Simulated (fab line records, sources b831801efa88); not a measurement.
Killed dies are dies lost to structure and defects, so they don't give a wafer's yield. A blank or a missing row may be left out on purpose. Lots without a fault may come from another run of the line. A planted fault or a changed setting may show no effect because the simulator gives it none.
Which tool did it? | flow gf180mcu | 14 lots, 42 wafers sampled, at 4 steps of a route of 602

WHAT THE GAUGES READ, wafer by wafer
GF_M4_THK_MEAS_06: measures by xrf.
lot  | measured     | on            | M4_ALCU_THK (nm)
L708 | day 22 12:39 | film_metro-01 | 448 445 447
L709 | day 22 18:49 | film_metro-02 | 445 440 444
L710 | day 23 04:54 | film_metro-01 | 426 428 429
L711 | day 23 07:19 | film_metro-04 | 444 435 446
L715 | day 24 20:56 | film_metro-01 | 443 438 438
L717 | day 25 11:23 | film_metro-04 | 437 444 432
L721 | day 26 16:06 | film_metro-04 | 450 445 445
L723 | day 27 18:43 | film_metro-04 | 446 445 444
L725 | day 28 13:23 | film_metro-04 | 446 444 442
L726 | day 28 19:04 | film_metro-02 | 442 434 442
L727 | day 29 02:46 | film_metro-01 | 438 434 436
L729 | day 29 05:16 | film_metro-04 | 450 445 450
L728 | day 29 05:35 | film_metro-02 | 450 450 441
L730 | day 29 15:53 | film_metro-01 | 441 440 443

GF_V5_OVL_MEAS_15.
lot  | measured     | on         | V5_OVL (nm)
L708 | day 27 07:29 | overlay-02 | -1 5 7
L709 | day 27 12:27 | overlay-02 | 4 1 1
L710 | day 27 22:04 | overlay-01 | -1 2 -5
L711 | day 27 23:58 | overlay-02 | 8 2 11
L715 | day 29 09:46 | overlay-02 | 12 8 6
L717 | day 29 22:30 | overlay-01 | 2 1 6
L721 | day 30 22:13 | overlay-02 | 8 -1 -1
L723 | day 31 19:30 | overlay-02 | 10 6 2
L725 | day 32 13:03 | overlay-02 | -1 1 3
L726 | day 32 18:04 | overlay-01 | 1 2 -2
L727 | day 32 23:07 | overlay-02 | 13 12 2
L729 | day 33 01:35 | overlay-02 | 2 8 6
L728 | day 33 02:50 | overlay-02 | -7 -1 -1
L730 | day 33 11:05 | overlay-02 | -1 5 7

GF_TOP_METAL_OVL_MEAS_15.
lot  | measured     | on         | TOP_METAL_OVL (nm)
L708 | day 28 05:40 | overlay-02 | -0.7 -0.8 0.2
L709 | day 28 10:24 | overlay-01 | -3.0 -3.7 -3.0
L710 | day 28 19:36 | overlay-01 | 2.4 3.2 1.9
L711 | day 28 21:35 | overlay-01 | 1.4 2.2 1.8
L715 | day 30 05:41 | overlay-02 | -1.0 -0.4 -0.7
L717 | day 30 18:38 | overlay-02 | 0.5 -1.3 -0.4
L721 | day 31 17:33 | overlay-02 | 0.2 0.4 -0.3
L723 | day 32 13:20 | overlay-01 | 1.8 2.1 1.1
L725 | day 33 06:53 | overlay-01 | -2.8 -3.2 -1.0
L726 | day 33 11:37 | overlay-02 | -0.4 0.0 1.7
L727 | day 33 16:53 | overlay-02 | 1.1 0.9 0.8
L729 | day 33 18:57 | overlay-01 | -0.4 -0.9 1.5
L728 | day 33 20:02 | overlay-02 | 0.9 1.0 0.1
L730 | day 34 04:35 | overlay-01 | 0.5 2.5 0.6

WHICH TOOL RAN EACH LOT (tool, then ch and the chambers of the sampled wafers, then the start)
lot  | GF_M2_SPUTTER_04
L708 | pvd_sputter-01, day 18 05:28
L709 | pvd_sputter-04, day 18 12:16
L710 | pvd_sputter-04, day 18 22:31
L711 | pvd_sputter-02, day 19 01:53
L715 | pvd_sputter-04, day 20 18:17
L717 | pvd_sputter-04, day 21 11:19
L721 | pvd_sputter-01, day 22 18:13
L723 | pvd_sputter-02, day 23 22:19
L725 | pvd_sputter-02, day 24 18:03
L726 | pvd_sputter-04, day 25 00:45
L727 | pvd_sputter-02, day 25 10:33
L729 | pvd_sputter-04, day 25 13:28
L728 | pvd_sputter-01, day 25 13:33
L730 | pvd_sputter-04, day 25 23:07
- GF_M2_SPUTTER_04: material TiN, target thk 50 nm, time 41.7 s.

WHAT THE TOOLS THEMSELVES READ (means of the sampled wafers that have a number; where no wafer has one, the mark that the record gives instead)
GF_M2_SPUTTER_04.
lot  | tool           | throttle_valve_pct (%)
L708 | pvd_sputter-01 | 30.7
L709 | pvd_sputter-04 | 30.7
L710 | pvd_sputter-04 | 30.9
L711 | pvd_sputter-02 | 29.5
L715 | pvd_sputter-04 | 29.8
L717 | pvd_sputter-04 | 30.3
L721 | pvd_sputter-01 | 30.5
L723 | pvd_sputter-02 | 29.2
L725 | pvd_sputter-02 | 29.5
L726 | pvd_sputter-04 | 30.9
L727 | pvd_sputter-02 | 28.9
L729 | pvd_sputter-04 | 29.8
L728 | pvd_sputter-01 | 30.4
L730 | pvd_sputter-04 | 30.7

THE ANSWER, worked out from the rows above alone
Rule: what is usual is taken from the lots themselves. Put in order of their means at a reading, lots are off if they are a third of the lots or fewer, leave a main group of 4 or more, and stand apart from it by a gap of 3 or more times the standard deviation of the main group's means; of several such gaps the widest counts. A main group whose means are all the same, to the digits that the tables above print for the reading, isn't used. A lot without any number at a reading at which 4 lots or more have one is off too. The other lots that the step has rows for count as sound. The gauges are gone through in route order, then the tools' own readings, and for those a lot's mean is taken as printed above. The first step at which some lot is off is used, and at that step the reading that is off furthest; a lot without a number counts as furthest.
No lot is off at any reading shown: from this, nothing can be told.

WHAT THE SIMULATOR HAD PUT IN
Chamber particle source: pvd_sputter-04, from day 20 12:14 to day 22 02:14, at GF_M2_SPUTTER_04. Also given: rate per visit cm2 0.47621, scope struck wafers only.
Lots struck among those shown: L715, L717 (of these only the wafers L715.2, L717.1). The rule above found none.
